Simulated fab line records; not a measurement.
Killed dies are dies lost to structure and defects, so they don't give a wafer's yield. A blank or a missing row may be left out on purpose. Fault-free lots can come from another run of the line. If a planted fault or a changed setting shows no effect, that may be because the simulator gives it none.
Problem report in the 8D (eight disciplines) form, filled by code | flow sky130 | the parts of the form that need people (team, actions taken, sign-off) are left out

== 1. WHAT IS WRONG ==
Across 4 wafers from 3 lots, METAL2_ALCU_RS at SKY_METAL2_RS_MEAS_05 averages 0.0650 ohm/sq, while fault-free wafers read 0.1272 ohm/sq with a standard deviation of 0.0011. Measured from the usual mean, that is -57 standard deviations.
The step: measures by four-point-probe.
First seen on wafer L973.5, day 36 17:34, on filmMetro-03. The record holds 43 wafers of 15 lots with a number at this step. Rule for "out", or "out of limits": more than 4 standard deviations from the usual mean. The rest of the wafers with a number are treated as sound.

== 2. WHAT IT IS; WHAT IT IS NOT ==
question                    | is                                       | is not
which readings at this step | METAL2_ALCU_RS                           | -
which lots                  | L973, L974, L975                         | L964, L965, L966, L968, L978, L980, L981, L982, L983, L984, L986, L987
which wafers of those lots  | L973.5, L974.3, L974.5, L975.5           | L973.1, L973.6, L975.6
read on which gauges        | filmMetro-01, filmMetro-02, filmMetro-03 | -
when                        | from day 36 17:34                        | up to then (14 sound wafers); but 25 sound wafers of L975, L978, L980, L981, L982, L983, L984, L986, L987 came after

== 3. WHAT RULES OUT EACH SUSPECT ==
Counting: if a tool at a process step up to the reading ran every lot that is out, it stays a suspect. Sound lots after the first of them don't rule it out here, since some wafers of a struck lot are sound.
- the gauge at SKY_METAL2_RS_MEAS_05 has been ruled out. 3 gauges (filmMetro-01, filmMetro-02, filmMetro-03) read the wafers that are out.
- pvdSputter-01 at SKY_METAL2_SPUTTER_02 (material AlCu, target thk 250 nm, time 13.3 s): kept. Ran every lot that is out, first one L973 (day 36 17:28); last sound lot up to then L968 (day 35 13:03).
After counting, what remains is pvdSputter-01 at SKY_METAL2_SPUTTER_02.

== 4. THE CAUSE (what the simulator had put in) ==
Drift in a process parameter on pvdSputter-01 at SKY_METAL2_SPUTTER_02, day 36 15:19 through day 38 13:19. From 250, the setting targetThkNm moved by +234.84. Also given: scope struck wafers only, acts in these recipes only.
Counting left only this tool.

== 5. THE CHAIN OF EFFECTS, in route order ==
One row per reading whose mean, taken over the struck wafers that have a number, lies over 3 standard deviations from the usual. Only readings whose record carries a usual standard deviation are examined. hours: median over the lots of the time between each lot's start at the first step of this table that gives one and its start at this step. sigmas: the change, counted in usual standard deviations.
hours | step                     | reading         | usual         | on struck wafers | change  | sigmas
0     | SKY_METAL2_RS_MEAS_05    | METAL2_ALCU_RS  | 0.1272 ohm/sq | 0.0650           | -0.0622 | -57
3     | SKY_METAL2_THK_MEAS_06   | METAL2_ALCU_THK | 250.9 nm      | 487.1            | +236.2  | +99 or more
26    | SKY_METAL2_METAL_ETCH_19 | oesProductAu    | 0.852 a.u.    | 0.992            | +0.140  | +25
The process steps in it:
- SKY_METAL2_METAL_ETCH_19: etches the open film in Cl2/BCl3, stops on SiO2, target depth 360 nm, time 78 s.

== 6. HOW IT WOULD HAVE BEEN CAUGHT EARLIER ==
The first out-of-limits reading at a measuring or inspecting step in this record came at day 36 17:34, 2 hours after the fault's start at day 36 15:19.
An alarm limit of 4 standard deviations would not have fired on the tool readings at SKY_METAL2_SPUTTER_02 for which the record gives a usual standard deviation, since none of them was out on any struck wafer.
Among the 3 lots that are out, L974, L975 began SKY_METAL2_SPUTTER_02 on pvdSputter-01 after day 36 17:34. A hold on the tool at that time would have spared those 2.
